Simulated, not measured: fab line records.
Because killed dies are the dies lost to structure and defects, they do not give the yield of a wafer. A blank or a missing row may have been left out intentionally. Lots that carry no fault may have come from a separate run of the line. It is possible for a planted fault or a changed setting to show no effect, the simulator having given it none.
Comparing a struck lot with a sound one	flow sky130	23 out of 708 route steps
Sound: these wafers, L395.1, L395.2, L395.6. The struck wafers were L412.2, L412.4, L412.6. The cause is named last.
At each step with rows: each side's tool, then ch and its chambers, then its first start. Under that, the readings that differ: sound wafers	struck wafers	difference of the means	sigmas: that difference in standard deviations of wafers without a fault.
alike: words and numbers the same on both sides, and readings whose means are apart by under 2 such deviations; not compared: readings that were withheld, readings missing a value for some wafer, numbers with overlapping values and no deviation given by the record, and bounds like >300 which may hide the same value.
The two part at a step that has a row with sigmas, a row that says differs or no value, or rows on one side only. Numbers that don't overlap but have no deviation are shown without sigmas and don't part them. A reading missing from all wafers of one side parts the sides only when that side holds two or more wafers.

first, 1 step without rows for these wafers: SKY_LI_CONTACT_PRE_CLEAN_18 (time 5.6 s).
SKY_LI_CONTACT_SPUTTER_19: material Ti, target thk 20 nm, time 106.37 s.
  sound on pvd_sputter-01, day 29 07:43; struck on pvd_sputter-01, day 35 08:38
  alike: throttle_valve_pct
SKY_LI_CONTACT_SPUTTER_20: material TiN, target thk 20 nm, time 80 s.
  sound on pvd_sputter-01, day 29 07:47; struck on pvd_sputter-01, day 35 08:43
  alike: throttle_valve_pct
SKY_LI_CONTACT_CVD_21: deposits W, target thk 400 nm, time 120.56 s.
  sound on cvd_w-02 ch 0,1, day 29 07:51; struck on cvd_w-02 ch 0, day 35 08:46
  alike: heater_power_w
SKY_LI_CONTACT_RS_MEAS_22: measures by four-point-probe.
  sound on film_metro-02, day 29 07:58; struck on film_metro-02, day 35 08:55
  alike: LI_CONTACT_W_RS
SKY_LI_CONTACT_THK_MEAS_23: measures by xrf.
  sound on film_metro-02, day 29 08:05; struck on film_metro-02, day 35 09:01
  alike: LI_CONTACT_W_THK
SKY_LI_CONTACT_CMP_24: polishes, stops on PSG, t overpolish 20 s, target thk 0 nm.
  sound on cmp-02 ch 0,3, day 29 08:09; struck on cmp-02 ch 0,1,2, day 35 09:10
  alike: motor_current_A, overpolish_run_s, time_to_endpoint_s
SKY_LOCAL_INTERCONNECT_SPUTTER_00: material TiN, target thk 100 nm, time 83.3 s.
  sound on pvd_sputter-02, day 29 08:27; struck on pvd_sputter-04, day 35 09:22
  alike: throttle_valve_pct
SKY_LOCAL_INTERCONNECT_RS_MEAS_01: measures by four-point-probe.
  sound on film_metro-03, day 29 08:31; struck on film_metro-03, day 35 09:28
  alike: LOCAL_INTERCONNECT_TIN_RS
SKY_LOCAL_INTERCONNECT_THK_MEAS_02: measures by xrf.
  sound on film_metro-03, day 29 08:38; struck on film_metro-03, day 35 09:34
  alike: LOCAL_INTERCONNECT_TIN_THK
then, 2 steps without rows for these wafers: SKY_LOCAL_INTERCONNECT_DEHYDRATE_03 (time 60 s); SKY_LOCAL_INTERCONNECT_HMDS_04 (prime time 60 s).
SKY_LOCAL_INTERCONNECT_COAT_05: resist thk 60 nm.
  sound on litho_track-01 ch 0, day 29 22:42; struck on litho_track-04 ch 0, day 35 22:16
  alike: dispense_pressure_kPa
then, 5 steps without rows for these wafers: SKY_LOCAL_INTERCONNECT_COAT_06 (resist thk 450 nm); SKY_LOCAL_INTERCONNECT_SOFTBAKE_07 (time 90 s); SKY_LOCAL_INTERCONNECT_EXPOSE_08 (exposes mask LI1M, target cd 170 nm); SKY_LOCAL_INTERCONNECT_PEB_09; SKY_LOCAL_INTERCONNECT_DEVELOP_10 (develop time 60 s).
SKY_LOCAL_INTERCONNECT_CD_MEAS_11 targets a cd of 170 nm.
  sound on cd_sem-01, day 30 12:48; struck on cd_sem-01, day 36 11:28
  alike: cd_nm
SKY_LOCAL_INTERCONNECT_OVL_MEAS_12:
  sound on overlay-02, day 30 12:55; struck on overlay-01, day 36 11:35
  alike: LOCAL_INTERCONNECT_OVL
SKY_LOCAL_INTERCONNECT_ETCH_13: etches BARC in N2/H2, stops on SiO2, time 45.9 s, target depth 60 nm.
  sound on rie_metal-01 ch 0,1, day 30 12:58; struck on rie_metal-04 ch 0,1, day 36 11:37
reading	sound	struck	difference	sigmas
oes_product_au (a.u.)	0.848 0.848 0.855	0.870 0.870 0.875	+0.021	+4
model.etch.depth_nm (nm)	60.26 60.03 60.3	63 63.05 63.34	+3	
  alike: drypump_motor_current_A, throttle_valve_pct
  not compared: rf_hours_counter_h
then, 1 step without rows for these wafers: SKY_LOCAL_INTERCONNECT_METAL_ETCH_14 (etches TiN in Cl2/BCl3, stops on PSG, target depth 110 nm, time 31.4 s).
-- record jumps: 14 days separate the struck wafers' starts on either side; left off in module LOCAL_INTERCONNECT, taken up again in module PAD_OPEN, whose first shown step is the route's number 708 --
SKY_PAD_OPEN_PROBE_99:
  sound on prober-02, day 45 21:55; struck on prober-01, day 50 06:19
  alike: killed_at_M0_to_M3, killed_at_M4_up, killed_at_contacts, killed_at_front_end, killed_at_other, killed_dies, killed_open, killed_short

== WHERE THEY PART ==
Within this record, at SKY_LOCAL_INTERCONNECT_ETCH_13 only. Later steps at which nothing parts them and some readings are alike: SKY_PAD_OPEN_PROBE_99.

WHY: the cause the simulator had injected
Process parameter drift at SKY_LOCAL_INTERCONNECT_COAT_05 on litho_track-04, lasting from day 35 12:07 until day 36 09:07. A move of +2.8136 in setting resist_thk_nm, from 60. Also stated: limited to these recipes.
